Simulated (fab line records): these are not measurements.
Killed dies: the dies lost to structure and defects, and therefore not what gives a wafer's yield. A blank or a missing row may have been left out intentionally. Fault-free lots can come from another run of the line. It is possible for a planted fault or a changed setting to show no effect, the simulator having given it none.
A lot that was struck, set against a sound lot	flow sky130	17 steps out of a route of 708
Sound: wafers L178.1, L178.5, L178.6. Wafers L187.2, L187.3, L187.6 were the ones struck. The cause comes at the end.
Order at every step that has rows: each side's tool, ch and its chambers, its first start. Under that, the readings that differ: sound wafers	struck wafers	difference of the means	sigmas: that difference in standard deviations of wafers without a fault.
alike: words and numbers the same on both sides, and readings whose means are apart by under 2 such deviations; not compared: readings that were withheld, readings missing a value for some wafer, numbers with overlapping values and no deviation given by the record, and bounds like >300 which may hide the same value.
The two part at a step that has a row with sigmas, a row that says differs or no value, or rows on one side only. When numbers do not overlap yet have no deviation, they are printed without sigmas and do not part them. A reading that every wafer of one side lacks parts them only if that side has two wafers or more.

SKY_VIA1_CMP_02: polishes SiO2.
  sound on cmp-02 ch 2,3, day 36 02:38; struck on cmp-01 ch 0,2, day 38 21:57
  alike: motor current A
SKY_VIA1_BOW_MEAS_03:
  struck on film metro-04, day 38 22:13; sound on film metro-04, day 36 02:53
  alike: VIA1_BOW
then, 8 steps without rows for these wafers: SKY_VIA1_DEHYDRATE_04 (time 60 s); SKY_VIA1_HMDS_05 (prime time 60 s); SKY_VIA1_COAT_06 (resist thk 60 nm); SKY_VIA1_COAT_07 (resist thk 450 nm); SKY_VIA1_SOFTBAKE_08 (time 90 s); SKY_VIA1_EXPOSE_09 (exposes mask VIM, target cd 150 nm); SKY_VIA1_PEB_10; SKY_VIA1_DEVELOP_11 (develop time 60 s).
SKY_VIA1_CD_MEAS_12 targets a cd of 150 nm.
  struck on cd sem-01, day 39 23:10; sound on cd sem-02, day 37 04:14
  alike: cd nm
SKY_VIA1_OVL_MEAS_13:
  struck on overlay-02, day 39 23:16; sound on overlay-01, day 37 04:22
  alike: VIA1_OVL
SKY_VIA1_ETCH_14: etches BARC in N2/H2, stops on SiO2, time 45.9 s, target depth 60 nm.
  sound on rie diel-03 ch 0,1,2, day 37 04:23; struck on rie diel-03 ch 0,1,2, day 39 23:18
reading	sound	struck	difference	sigmas
rf fwd power W (W)	496.4 496.1 497.0	414.1 413.9 416.0	-81.8	-37
model.KrF-thick_of_VIA1_COAT_07.thk nm (nm)	395.7 392.7 392.1	398.5 398.5 399.8	+5.4	
  alike: bias w, drypump motor current A, oes product au, throttle valve pct
  not compared: rf hours counter h
SKY_VIA1_ETCH_15: etches SiO2 in C4F8/O2/Ar, stops on TiN, target depth 351 nm, time 54 s.
  sound on rie diel-03 ch 0,1,2, day 37 04:26; struck on rie diel-03 ch 0,1,2, day 39 23:20
reading	sound	struck	difference	sigmas
model.KrF-thick_of_VIA1_COAT_07.thk nm (nm)	326.1 323 321.4	329.7 327.4 330	+5.5	
  alike: bias w, oes product au, rf fwd power W
  not compared: rf hours counter h
SKY_VIA1_STRIP_16: strips in O2/N2.
  sound on plasma asher-01 ch 0,1, day 37 04:29; struck on plasma asher-02 ch 0,1, day 39 23:23
reading	sound	struck	difference	sigmas
strip time to endpoint s (s)	4.477 4.456 4.454	4.526 4.519 4.535	+0.064	+3
  alike: drypump motor current A, oes product au
  not compared: rf hours counter h
then, 1 step without rows for these wafers: SKY_VIA1_STRIP_17 (strips in post etch residue remover, time 1200 s).
-- the record jumps here: 10 days lie between the struck wafers' starts before and after (it left off in module VIA1 and takes up again in module PAD_OPEN, whose first step shown is number 708 of the route) --
SKY_PAD_OPEN_PROBE_99:
  struck on prober-02, day 50 02:49; sound on prober-01, day 48 04:54
  alike: defect limited yield, killed_at_M0_to_M3, killed_at_M4_up, killed at contacts, killed at front end, killed at other, killed dies, killed open, killed short, sort_bin_3_pad_short, sort_bin_5_function, sort_bin_6_memory, sort n pass, sort yield pct

== WHERE THEY PART ==
First at SKY_VIA1_ETCH_14; last, within this record, at SKY_VIA1_STRIP_16. Later steps at which nothing parts them and some readings are alike: SKY_PAD_OPEN_PROBE_99.

WHY: what the simulator had put in
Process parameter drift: rie diel-03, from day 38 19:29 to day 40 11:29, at SKY_VIA1_ETCH_14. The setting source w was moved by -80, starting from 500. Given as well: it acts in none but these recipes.
